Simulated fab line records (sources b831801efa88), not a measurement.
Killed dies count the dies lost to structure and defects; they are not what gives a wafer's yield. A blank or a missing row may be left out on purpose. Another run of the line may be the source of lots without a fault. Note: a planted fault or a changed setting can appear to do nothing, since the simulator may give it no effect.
Which tool is to blame? | flow sky130 | 7 lots, 20 wafers sampled, at 1 step of a route of 708

WHAT THE GAUGES READ, wafer by wafer
SKY_VT_ADJUST_HVTR_CD_MEAS_07: target cd 380 nm.
lot  | measured     | on        | cd_nm (nm)
L383 | day 9 18:25  | cd_sem-02 | 381.0 380.8 381.5
L386 | day 10 17:07 | cd_sem-02 | 376.2 376.7 375.9
L388 | day 11 05:35 | cd_sem-02 | 379.1 382.1
L397 | day 14 00:02 | cd_sem-01 | 383.0 382.3 379.8
L399 | day 14 16:14 | cd_sem-01 | 378.4 375.7 378.6
L401 | day 15 04:25 | cd_sem-02 | 378.9 379.3 381.0
L405 | day 16 12:44 | cd_sem-01 | 378.8 379.8 379.4

WHAT TOOL EACH LOT RAN ON (gives the tool, then ch and the chambers of the sampled wafers, and finally the start)
The record shows no process step preceding these readings.

THE ANSWER, worked out from the rows above alone
Rule: the lots themselves supply what counts as usual. Put in order of their means at a reading, lots are off if they are a third of the lots or fewer, leave a main group of 4 or more, and stand apart from it by a gap of 3 or more times the standard deviation of the main group's means; of several such gaps the widest counts. Not used: any main group whose means are identical at the precision the tables above print for the reading. Also off: a lot with no number at a reading for which 4 or more lots have one. The other lots that the step has rows for count as sound.
None of the lots is off at any reading shown; this tells nothing.

WHAT HAD BEEN PUT IN BY THE SIMULATOR
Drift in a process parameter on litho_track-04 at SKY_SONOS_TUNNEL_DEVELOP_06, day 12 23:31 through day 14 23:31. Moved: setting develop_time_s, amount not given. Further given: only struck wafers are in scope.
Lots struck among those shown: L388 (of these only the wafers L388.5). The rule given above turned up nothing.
